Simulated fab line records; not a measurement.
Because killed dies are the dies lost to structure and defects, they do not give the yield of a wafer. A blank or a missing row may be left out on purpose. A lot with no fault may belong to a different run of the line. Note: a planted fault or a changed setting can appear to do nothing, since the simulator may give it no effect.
fab line records | flow gf180mcu
record: lots: 24 wafers: 72 last-day: 34
route steps=602 shown V2@385 V3@447 M4@470 V4@494 MIM@503 TOP_METAL@581
lots that met no fault: from a run of the same line without faults
start-h: hours from the record's opening day to when the first of the lot's shown wafers began | wait-h: how many hours have passed since the lot's step before this one | " identical to the entry in the row above | L1.1+2: a row that stands for several wafers | - no value, or no start given | * or withheld: withheld | < > ~ a bound
route shown NAME@n: a module of which the file shows steps, and the number in the route of the first | usual: mean/standard deviation taken from wafers without a fault | same: alike in all rows | chamber/n: place in a boat | sites: per-site readings | _std_site: the values' standard deviation | _edge_site: the outer-site mean with the inner-site mean subtracted | radius-mm: how far each site lies from the wafer's centre | mask NAME#n: copy n | behind: the most recent tool/chamber to have shaped the wafer | hold: why the lot was held/for how many hours/how that ended | device: which transistor (n, p or np) failed to switch | end of line: the same wafers' tests at the end of the route | a step without rows: its recipe alone | killed: at the first sort, the dies lost to defects and structure; wafer yield is something else | map: shows each die of a wafer: x if killed, . if not, _ if none is there
set.NAME: the setting the step ran with; set.NAME@STEP: the setting that earlier step ran with | model.NAME: the simulator's own value behind a step, which no gauge read
a sample of lots followed through the steps of the route, with each step as a table and each wafer as a row
services: when a tool's chamber went out of use (start-h, in hours from the record's first day, below 0 if earlier), for how many hours, and the reason
== steps ==
step: GF_V2_THK_MEAS_03
recipe: reads: SiO2_of_V2_CVD_02
usual: V2_CVD_02_THK: 848/12
columns lot.wafer tool chamber start-h wait-h V2_CVD_02_THK[nm]
L074.2 film-metro-04 - 446.76 0.0 825
L074.3 " - " " 833
L074.5 " - " " 847
L075.1 film-metro-04 - 459.09 0.0 835
L075.2 " - " " 837
L075.3 " - " " 842
L076.1 film-metro-03 - 462.10 0.0 841
L076.3 " - " " 843
L076.6 " - " " 847
L077.2 film-metro-04 - 474.02 0.1 834
L077.5 " - " " 837
L077.6 " - " " 851
L078.2 film-metro-01 - 479.58 0.0 856
L078.3 " - " " 832
L078.6 " - " " 859
L079.3 film-metro-03 - 489.93 0.1 849
L079.5 " - " " 860
L079.6 " - " " 841
L080.3 film-metro-01 - 496.68 0.1 835
L080.4 " - " " 867
L080.6 " - " " 856
L081.3 film-metro-04 - 502.29 0.1 834
L081.4 " - " " 851
L081.6 " - " " 842
L082.3 film-metro-03 - 516.81 0.1 839
L082.4 " - " " 873
L082.6 " - " " 858
L083.1 film-metro-04 - 523.92 0.0 840
L083.2 " - " " 839
L083.3 " - " " 848
L084.1 film-metro-04 - 528.85 0.0 844
L084.3 " - " " 852
L084.4 " - " " 868
L085.1 film-metro-03 - 541.27 0.0 831
L085.5 " - " " 864
L085.6 " - " " 840
L086.1 film-metro-03 - 544.89 0.0 838
L086.3 " - " " 828
L086.5 " - " " 860
L087.2 film-metro-03 - 556.06 0.0 850
L087.4 " - " " 846
L087.5 " - " " 852
L088.3 film-metro-01 - 563.28 0.1 839
L088.4 " - " " 884
L088.6 " - " " 857
L089.2 film-metro-01 - 567.33 0.0 833
L089.4 " - " " 834
L089.5 " - " " 851
L090.1 film-metro-04 - 575.96 0.0 839
L090.3 " - " " 842
L090.4 " - " " 856
L091.1 film-metro-01 - 585.32 0.0 841
L091.4 " - " " 863
L091.5 " - " " 855
L092.4 film-metro-03 - 590.71 0.0 858
L092.5 " - " " 841
L092.6 " - " " 856
L093.2 film-metro-04 - 601.91 0.0 853
L093.3 " - " " 849
L093.6 " - " " 865
L094.4 film-metro-03 - 606.27 0.0 873
L094.5 " - " " 864
L094.6 " - " " 865
L095.1 film-metro-04 - 611.91 0.0 848
L095.3 " - " " 852
L095.6 " - " " 838
L096.1 film-metro-03 - 618.98 0.0 833
L096.3 " - " " 834
L096.4 " - " " 832
L097.1 film-metro-04 - 627.53 0.0 841
L097.2 " - " " 840
L097.5 " - " " 852
step: GF_V3_STRIP_18
recipe: chemistry: O2/N2 power-w: 1400 pressure-mtorr: 1500 platen-temp-c: 250 o2-flow-sccm: 3000 n2-flow-sccm: 300 overash-fraction: 0.5
usual: drypump-motor-current-A: 5.7/0.52 heater-power-w: 341/17 n2-flow-sccm: 300.1/0.93 oes-product-au: 0.593/0.0051
columns lot.wafer tool chamber start-h wait-h drypump-motor-current-A heater-power-w n2-flow-sccm oes-product-au rf-hours-counter-h
L074.2 plasma-asher-03 0 522.30 - 5.2 335 300.8 0.591 8
L074.3 " 1 " " 5.9 321 300.9 0.585 -
L074.5 " 1 " " 5.9 330 300.6 0.598 -
L075.1 plasma-asher-02 1 533.88 - 6.2 375 301.2 0.582 45
L075.2 " 0 " " 5.1 348 301.8 0.581 45
L075.3 " 1 " " 6.2 370 299.7 0.588 -
L076.1 plasma-asher-03 0 538.35 - 5.2 347 299.7 0.588 10
L076.3 " 1 " " 5.9 330 300.6 0.596 -
L076.6 " 0 " " 5.3 340 298.1 0.603 -
L077.2 plasma-asher-04 0 548.23 - 6.7 337 299.4 0.595 93
L077.5 " 1 " " 5.3 308 299.0 0.589 -
L077.6 " 0 " " 6.7 346 300.1 0.595 -
L078.2 plasma-asher-02 1 553.81 - 6.2 380 299.6 0.596 47
L078.3 " 1 " " 6.3 375 300.4 0.585 -
L078.6 " 0 " " 5.0 350 300.8 0.598 -
L079.3 plasma-asher-03 1 563.82 - 5.9 334 300.4 0.594 -
L079.5 " 0 " " 5.3 340 299.4 0.587 -
L079.6 " 1 " " 5.9 329 299.6 0.602 -
L080.3 plasma-asher-04 1 569.39 - 5.3 319 299.7 0.590 -
L080.4 " 0 " " 6.7 337 301.2 0.586 -
L080.6 " 1 " " 5.3 321 300.9 0.587 -
L081.3 plasma-asher-03 1 573.29 - 5.9 338 300.7 0.599 -
L081.4 " 0 " " 5.3 337 300.7 0.588 -
L081.6 " 0 " " 5.3 335 300.4 0.586 -
L082.3 plasma-asher-02 1 588.19 - 6.2 385 297.6 0.585 -
L082.4 " 0 " " 5.0 351 301.4 0.597 -
L082.6 " 0 " " 5.1 353 299.5 0.590 -
L083.1 plasma-asher-03 0 593.70 - 5.3 337 300.0 0.592 15
L083.2 " 1 " " 5.9 336 299.6 0.596 15
L083.3 " 0 " " 5.3 332 299.8 0.594 -
L084.1 plasma-asher-03 0 598.11 - 5.3 336 300.6 0.589 15
L084.3 " 1 " " 5.9 340 299.8 0.593 -
L084.4 " 0 " " 5.3 345 300.9 0.594 -
L085.1 plasma-asher-03 0 609.60 - 5.3 344 299.7 0.600 17
L085.5 " 0 " " 5.3 338 299.2 0.599 -
L085.6 " 1 " " 5.9 334 300.5 0.589 -
L086.1 plasma-asher-03 0 613.45 - 5.3 335 300.4 0.592 17
L086.3 " 1 " " 5.9 330 300.5 0.595 -
L086.5 " 0 " " 5.3 343 300.1 0.589 -
L087.2 plasma-asher-03 1 624.85 - 5.9 337 298.1 0.592 19
L087.4 " 0 " " 5.3 345 300.9 0.599 -
L087.5 " 1 " " 5.9 330 299.1 0.586 -
L088.3 plasma-asher-02 1 631.39 - 6.2 377 300.1 0.591 -
L088.4 " 0 " " 5.0 357 298.6 0.601 -
L088.6 " 1 " " 6.2 386 300.1 0.599 -
L089.2 plasma-asher-03 1 634.41 - 5.9 340 299.2 0.602 20
L089.4 " 0 " " 5.3 340 300.6 0.589 -
L089.5 " 1 " " 5.9 330 299.8 0.596 -
L090.1 plasma-asher-04 0 642.13 - 6.7 341 298.2 0.592 102
L090.3 " 0 " " 6.7 333 299.5 0.593 -
L090.4 " 1 " " 5.3 321 300.6 0.591 -
L091.1 plasma-asher-03 1 651.05 - 5.9 337 300.5 0.594 21
L091.4 " 0 " " 5.3 346 300.9 0.596 -
L091.5 " 0 " " 5.3 345 299.3 0.592 -
L092.4 plasma-asher-02 0 654.89 - 5.1 358 300.2 0.593 -
L092.5 " 0 " " 5.0 354 298.9 0.600 -
L092.6 " 1 " " 6.2 370 299.8 0.586 -
L093.2 plasma-asher-02 1 666.48 - 6.2 379 300.1 0.595 59
L093.3 " 0 " " 5.1 350 299.3 0.598 -
L093.6 " 0 " " 5.1 352 299.6 0.591 -
L094.4 plasma-asher-03 1 670.44 - 5.9 332 299.2 0.603 -
L094.5 " 1 " " 5.9 322 299.5 0.590 -
L094.6 " 0 " " 5.3 346 299.7 0.586 -
L095.1 plasma-asher-03 1 676.00 - 5.9 338 300.0 0.594 24
L095.3 " 0 " " 5.3 344 300.0 0.589 -
L095.6 " 1 " " 5.9 330 299.3 0.587 -
L096.1 plasma-asher-04 0 683.03 - 6.7 340 300.9 0.585 106
L096.3 " 0 " " 6.7 332 300.9 0.601 -
L096.4 " 1 " " 5.3 307 301.7 0.591 -
L097.1 plasma-asher-04 0 690.08 - 6.7 337 301.1 0.589 107
L097.2 " 1 " " 5.3 316 299.9 0.587 107
L097.5 " 1 " " 5.3 318 301.0 0.602 -
step: GF_M4_CD_MEAS_14
recipe: target-cd-nm: 280
usual: cd-nm: 280.1/1.3
columns lot.wafer tool chamber start-h wait-h cd-nm
L074.2 cd-sem-01 - 546.67 0.1 279.7
L074.3 " - " " 279.4
L074.5 " - " " 279.4
L075.1 cd-sem-02 - 557.72 0.1 281.7
L075.2 " - " " 281.9
L075.3 " - " " 281.8
L076.1 cd-sem-01 - 561.86 0.1 282.0
L076.3 " - " " 281.2
L076.6 " - " " 280.6
L077.2 cd-sem-01 - 571.69 0.1 279.5
L077.5 " - " " 280.8
L077.6 " - " " 280.9
L078.2 cd-sem-01 - 576.87 0.1 277.8
L078.3 " - " " 279.0
L078.6 " - " " 278.4
L079.3 cd-sem-01 - 586.14 0.1 280.4
L079.5 " - " " 282.4
L079.6 " - " " 281.0
L080.3 cd-sem-02 - 592.51 0.1 278.6
L080.4 " - " " 279.0
L080.6 " - " " 280.0
L081.3 cd-sem-01 - 596.44 0.1 283.2
L081.4 " - " " 280.8
L081.6 " - " " 281.3
L082.3 cd-sem-02 - 610.31 0.1 280.3
L082.4 " - " " 282.0
L082.6 " - " " 280.8
L083.1 cd-sem-02 - 616.42 0.1 278.2
L083.2 " - " " 278.5
L083.3 " - " " 277.9
L084.1 cd-sem-02 - 620.45 0.1 281.0
L084.3 " - " " 281.7
L084.4 " - " " 281.8
L085.1 cd-sem-02 - 631.41 0.1 280.0
L085.5 " - " " 278.2
L085.6 " - " " 279.4
L086.1 cd-sem-02 - 634.97 0.1 279.5
L086.3 " - " " 279.1
L086.5 " - " " 279.5
L087.2 cd-sem-02 - 646.68 0.1 279.9
L087.4 " - " " 280.5
L087.5 " - " " 279.8
L088.3 cd-sem-01 - 652.75 0.1 279.9
L088.4 " - " " 280.5
L088.6 " - " " 279.7
L089.2 cd-sem-02 - 655.83 0.1 281.4
L089.4 " - " " 281.8
L089.5 " - " " 280.9
L090.1 cd-sem-02 - 663.01 0.1 280.9
L090.3 " - " " 280.0
L090.4 " - " " 280.2
L091.1 cd-sem-01 - 671.80 0.1 277.6
L091.4 " - " " 279.4
L091.5 " - " " 280.4
L092.4 cd-sem-02 - 675.12 0.1 281.0
L092.5 " - " " 281.3
L092.6 " - " " 281.4
L093.2 cd-sem-02 - 687.04 0.1 278.3
L093.3 " - " " 278.2
L093.6 " - " " 278.1
L094.4 cd-sem-02 - 690.97 0.1 280.2
L094.5 " - " " 279.8
L094.6 " - " " 279.3
L095.1 cd-sem-02 - 696.90 0.1 280.1
L095.3 " - " " 280.9
L095.6 " - " " 280.0
L096.1 cd-sem-02 - 702.87 0.1 280.3
L096.3 " - " " 279.7
L096.4 " - " " 279.1
L097.1 cd-sem-02 - 710.42 0.1 278.0
L097.2 " - " " 278.8
L097.5 " - " " 278.5
step: GF_V4_STRIP_18
recipe: chemistry: O2/N2 power-w: 1400 pressure-mtorr: 1500 platen-temp-c: 250 o2-flow-sccm: 3000 n2-flow-sccm: 300 overash-fraction: 0.5
usual: drypump-motor-current-A: 5.9/0.57 heater-power-w: 327/31 n2-flow-sccm: 300.0/0.91 oes-product-au: 0.591/0.0053
columns lot.wafer tool chamber start-h wait-h drypump-motor-current-A heater-power-w n2-flow-sccm oes-product-au rf-hours-counter-h
L074.2 plasma-asher-03 0 570.66 - 5.3 341 299.0 0.583 13
L074.3 " 1 " " 5.9 328 300.1 0.593 -
L074.5 " 1 " " 5.9 334 300.6 0.595 -
L075.1 plasma-asher-03 0 581.36 - 5.3 343 300.3 0.590 14
L075.2 " 1 " " 5.9 330 299.9 0.586 14
L075.3 " 1 " " 5.9 327 301.1 0.585 -
L076.1 plasma-asher-03 0 585.55 - 5.3 348 301.5 0.585 14
L076.3 " 1 " " 5.9 339 300.1 0.592 -
L076.6 " 1 " " 5.9 323 300.6 0.584 -
L077.2 plasma-asher-04 0 594.79 - 6.7 334 299.7 0.601 98
L077.5 " 1 " " 5.3 307 299.8 0.594 -
L077.6 " 0 " " 6.7 341 299.8 0.591 -
L078.2 plasma-asher-01 0 599.96 - 6.6 254 299.4 0.588 84
L078.3 " 1 " " 5.8 362 300.5 0.582 -
L078.6 " 0 " " 6.6 253 300.5 0.584 -
L079.3 plasma-asher-01 1 608.89 - 5.8 363 301.7 0.588 -
L079.5 " 0 " " 6.6 259 302.1 0.588 -
L079.6 " 1 " " 5.8 371 300.2 0.589 -
L080.3 plasma-asher-01 0 615.43 - 6.6 258 300.3 0.591 -
L080.4 " 1 " " 5.8 382 300.5 0.592 -
L080.6 " 0 " " 6.6 250 300.6 0.589 -
L081.3 plasma-asher-04 0 619.23 - 6.7 342 299.9 0.592 -
L081.4 " 1 " " 5.3 311 299.8 0.589 -
L081.6 " 0 " " 6.7 331 300.7 0.589 -
L082.3 plasma-asher-04 1 632.68 - 5.2 311 300.2 0.592 -
L082.4 " 0 " " 6.7 348 300.0 0.588 -
L082.6 " 0 " " 6.7 339 300.3 0.592 -
L083.1 plasma-asher-04 1 638.46 - 5.3 312 299.7 0.594 101
L083.2 " 0 " " 6.7 343 299.1 0.589 101
L083.3 " 0 " " 6.7 335 300.8 0.591 -
L084.1 plasma-asher-03 0 642.59 - 5.3 338 300.7 0.588 20
L084.3 " 0 " " 5.3 334 299.1 0.602 -
L084.4 " 1 " " 5.9 340 298.1 0.587 -
L085.1 plasma-asher-04 0 653.31 - 6.7 334 299.9 0.604 103
L085.5 " 1 " " 5.3 310 298.7 0.593 -
L085.6 " 0 " " 6.7 331 299.7 0.599 -
L086.1 plasma-asher-03 1 657.04 - 5.9 332 300.4 0.588 22
L086.3 " 1 " " 5.9 338 299.9 0.591 -
L086.5 " 0 " " 5.3 338 300.0 0.593 -
L087.2 plasma-asher-01 0 667.96 - 6.6 255 300.2 0.585 92
L087.4 " 1 " " 5.8 369 299.3 0.598 -
L087.5 " 0 " " 6.6 253 300.5 0.593 -
L088.3 plasma-asher-04 0 673.84 - 6.7 339 300.2 0.585 -
L088.4 " 1 " " 5.3 313 299.8 0.603 -
L088.6 " 1 " " 5.3 312 299.3 0.598 -
L089.2 plasma-asher-03 1 677.06 - 5.9 337 298.9 0.600 24
L089.4 " 0 " " 5.3 342 301.7 0.585 -
L089.5 " 1 " " 5.9 331 298.2 0.599 -
L090.1 plasma-asher-03 0 683.89 - 5.3 329 299.3 0.588 25
L090.3 " 0 " " 5.3 342 299.7 0.589 -
L090.4 " 1 " " 5.9 336 298.9 0.595 -
L091.1 plasma-asher-04 0 692.49 - 6.7 348 298.5 0.582 107
L091.4 " 0 " " 6.7 351 299.7 0.590 -
L091.5 " 1 " " 5.3 314 299.3 0.597 -
L092.4 plasma-asher-03 1 696.14 - 5.9 336 300.7 0.595 -
L092.5 " 0 " " 5.3 341 299.9 0.593 -
L092.6 " 1 " " 5.9 333 299.8 0.597 -
L093.2 plasma-asher-01 0 707.38 - 6.6 256 299.5 0.589 94
L093.3 " 1 " " 5.7 375 301.8 0.588 -
L093.6 " 0 " " 6.6 254 300.1 0.585 -
L094.4 plasma-asher-04 0 711.09 - 6.7 335 299.6 0.593 -
L094.5 " 0 " " 6.7 341 299.6 0.595 -
L094.6 " 1 " " 5.3 313 302.1 0.590 -
L095.1 plasma-asher-04 1 716.15 - 5.3 315 300.4 0.599 110
L095.3 " 0 " " 6.7 332 298.6 0.584 -
L095.6 " 0 " " 6.7 345 299.7 0.586 -
L096.1 plasma-asher-03 1 722.65 - 5.9 326 300.9 0.596 29
L096.3 " 1 " " 5.9 334 300.3 0.591 -
L096.4 " 0 " " 5.3 342 299.2 0.597 -
L097.1 plasma-asher-01 0 729.64 - 6.6 259 298.6 0.594 97
L097.2 " 1 " " 5.8 375 298.1 0.585 97
L097.5 " 1 " " 5.8 368 298.2 0.595 -
step: GF_MIM_SPUTTER_00
recipe: material: Ti target-thk-nm: 37.5 arriving-ion-energy-ev: 80 substrate-temp-c: 200 chamber-pressure-pa: 2 power-w: 4000 time-s: 150
usual: chamber-pressure-pa: 2.000/0.004 throttle-valve-pct: 29.9/0.55
columns lot.wafer tool chamber start-h wait-h chamber-pressure-pa throttle-valve-pct
L074.2 pvd-sputter-01 - 571.89 0.1 2.001 29.6
L074.3 " - " " 2.002 30.6
L074.5 " - " " 2.000 29.9
L075.1 pvd-sputter-01 - 582.59 0.1 2.001 30.0
L075.2 " - " " 2.003 29.5
L075.3 " - " " 2.001 30.3
L076.1 pvd-sputter-04 - 586.78 0.1 1.993 31.1
L076.3 " - " " 2.004 29.7
L076.6 " - " " 2.001 29.7
L077.2 pvd-sputter-01 - 596.03 0.2 2.000 29.3
L077.5 " - " " 2.002 30.3
L077.6 " - " " 2.001 30.1
L078.2 pvd-sputter-04 - 601.19 0.2 2.008 30.0
L078.3 " - " " 1.992 29.7
L078.6 " - " " 2.003 30.3
L079.3 pvd-sputter-03 - 610.10 0.2 2.007 29.6
L079.5 " - " " 1.997 31.0
L079.6 " - " " 2.002 29.7
L080.3 pvd-sputter-04 - 616.63 0.2 2.001 29.8
L080.4 " - " " 2.003 29.8
L080.6 " - " " 2.001 29.9
L081.3 pvd-sputter-04 - 620.42 0.1 1.994 29.8
L081.4 " - " " 2.001 29.6
L081.6 " - " " 2.001 31.2
L082.3 pvd-sputter-03 - 633.88 0.1 2.000 31.0
L082.4 " - " " 2.010 28.8
L082.6 " - " " 1.998 29.6
L083.1 pvd-sputter-01 - 639.68 0.2 1.993 29.5
L083.2 " - " " 1.995 29.3
L083.3 " - " " 2.003 30.1
L084.1 pvd-sputter-03 - 643.93 0.1 1.999 31.1
L084.3 " - " " 2.000 29.5
L084.4 " - " " 1.995 28.9
L085.1 pvd-sputter-01 - 654.53 0.2 2.005 29.4
L085.5 " - " " 2.005 30.1
L085.6 " - " " 1.996 29.5
L086.1 pvd-sputter-04 - 658.62 0.2 1.998 31.0
L086.3 " - " " 2.003 29.6
L086.5 " - " " 2.000 29.6
L087.2 pvd-sputter-01 - 669.28 0.1 2.004 29.7
L087.4 " - " " 1.998 30.1
L087.5 " - " " 1.995 30.3
L088.3 pvd-sputter-03 - 675.38 0.1 1.999 29.0
L088.4 " - " " 1.997 30.9
L088.6 " - " " 2.002 29.5
L089.2 pvd-sputter-04 - 678.29 0.2 2.001 31.1
L089.4 " - " " 1.997 30.3
L089.5 " - " " 1.995 29.7
L090.1 pvd-sputter-04 - 685.15 0.2 2.000 29.7
L090.3 " - " " 2.003 29.9
L090.4 " - " " 2.000 30.1
L091.1 pvd-sputter-04 - 693.72 0.1 1.995 29.6
L091.4 " - " " 1.997 30.9
L091.5 " - " " 2.003 29.8
L092.4 pvd-sputter-03 - 697.33 0.1 1.995 31.1
L092.5 " - " " 1.995 29.7
L092.6 " - " " 1.999 29.0
L093.2 pvd-sputter-01 - 708.64 0.1 2.002 29.6
L093.3 " - " " 2.000 30.2
L093.6 " - " " 1.997 29.7
L094.4 pvd-sputter-01 - 712.33 0.2 2.001 30.1
L094.5 " - " " 2.006 29.6
L094.6 " - " " 2.002 29.5
L095.1 pvd-sputter-01 - 717.39 0.1 2.000 30.0
L095.3 " - " " 2.004 29.5
L095.6 " - " " 2.003 30.2
L096.1 pvd-sputter-04 - 723.89 0.1 1.997 29.4
L096.3 " - " " 2.010 29.9
L096.4 " - " " 1.996 29.8
L097.1 pvd-sputter-01 - 730.87 0.1 1.998 30.1
L097.2 " - " " 1.999 29.6
L097.5 " - " " 2.003 29.3
step: GF_TOP_METAL_CD_MEAS_14
recipe: target-cd-nm: 440
usual: cd-nm: 439.6/2.9
columns lot.wafer tool chamber start-h wait-h cd-nm
L074.2 cd-sem-01 - 659.29 0.1 440.3
L074.3 " - " " 440.7
L074.5 " - " " 439.7
L075.1 cd-sem-02 - 668.12 0.1 443.0
L075.2 " - " " 444.6
L075.3 " - " " 443.4
L076.1 cd-sem-02 - 671.71 0.1 437.2
L076.3 " - " " 439.1
L076.6 " - " " 438.9
L077.2 cd-sem-02 - 679.29 0.1 436.5
L077.5 " - " " 433.3
L077.6 " - " " 433.2
L078.2 cd-sem-01 - 683.93 0.1 437.1
L078.3 " - " " 437.8
L078.6 " - " " 437.4
L079.3 cd-sem-01 - 692.96 0.1 439.7
L079.5 " - " " 440.6
L079.6 " - " " 439.4
L080.3 cd-sem-01 - 698.91 0.1 441.0
L080.4 " - " " 440.7
L080.6 " - " " 439.7
L081.3 cd-sem-01 - 702.81 0.1 436.4
L081.4 " - " " 439.8
L081.6 " - " " 439.0
L082.3 cd-sem-02 - 713.95 0.1 444.4
L082.4 " - " " 445.1
L082.6 " - " " 446.7
L083.1 cd-sem-01 - 719.57 0.1 440.8
L083.2 " - " " 442.6
L083.3 " - " " 440.0
L084.1 cd-sem-02 - 724.12 0.1 435.9
L084.3 " - " " 436.1
L084.4 " - " " 435.0
L085.1 cd-sem-02 - 733.47 0.1 444.4
L085.5 " - " " 445.3
L085.6 " - " " 444.8
L086.1 cd-sem-01 - 737.04 0.2 438.3
L086.3 " - " " 438.2
L086.5 " - " " 437.6
L087.2 cd-sem-01 - 746.24 0.1 439.5
L087.4 " - " " 436.6
L087.5 " - " " 438.1
L088.3 cd-sem-02 - 752.00 0.1 437.7
L088.4 " - " " 440.1
L088.6 " - " " 438.7
L089.2 cd-sem-02 - 753.64 0.1 436.5
L089.4 " - " " 437.5
L089.5 " - " " 441.2
L090.1 cd-sem-02 - 759.87 0.1 438.0
L090.3 " - " " 437.7
L090.4 " - " " 434.1
L091.1 cd-sem-01 - 768.17 0.1 444.0
L091.4 " - " " 443.2
L091.5 " - " " 441.5
L092.4 cd-sem-01 - 769.23 0.1 440.8
L092.5 " - " " 443.6
L092.6 " - " " 443.0
L093.2 cd-sem-01 - 780.09 0.1 436.7
L093.3 " - " " 440.2
L093.6 " - " " 439.1
L094.4 cd-sem-01 - 782.67 0.1 440.5
L094.5 " - " " 440.6
L094.6 " - " " 438.5
L095.1 cd-sem-02 - 787.66 0.1 436.7
L095.3 " - " " 438.8
L095.6 " - " " 438.2
L096.1 cd-sem-02 - 792.71 0.1 439.1
L096.3 " - " " 440.3
L096.4 " - " " 439.8
L097.1 cd-sem-01 - 798.32 0.1 439.9
L097.2 " - " " 439.8
L097.5 " - " " 439.3
== services ==
columns tool chamber start-h hours kind
pvd-sputter-03 - 501.47 1.7 repair
pvd-sputter-01 - 524.12 5.0 repair
plasma-asher-04 - 528.45 4.1 repair
pvd-sputter-01 3 562.64 - consumable-replace:kit
pvd-sputter-01 3 562.64 18.0 scheduled-down
pvd-sputter-01 3 562.64 18.0 vent-cycle
pvd-sputter-04 - 572.64 8.5 repair
plasma-asher-04 - 606.53 10.3 pm
plasma-asher-01 - 623.60 4.3 pm
pvd-sputter-04 3 667.19 - consumable-replace:kit
pvd-sputter-04 3 667.19 18.0 scheduled-down
pvd-sputter-04 3 667.19 18.0 vent-cycle
plasma-asher-01 - 682.39 14.6 pm
plasma-asher-02 - 691.42 0.8 repair
pvd-sputter-01 2 701.29 - consumable-replace:kit
pvd-sputter-01 2 701.29 18.0 scheduled-down
pvd-sputter-01 2 701.29 18.0 vent-cycle
plasma-asher-02 - 707.43 2.8 pm
pvd-sputter-03 3 709.05 - consumable-replace:kit
pvd-sputter-03 3 709.05 18.0 scheduled-down
pvd-sputter-03 3 709.05 18.0 vent-cycle
pvd-sputter-04 2 729.56 - consumable-replace:kit
pvd-sputter-04 2 729.56 18.0 scheduled-down
pvd-sputter-04 2 729.56 18.0 vent-cycle
== key ==
fault none
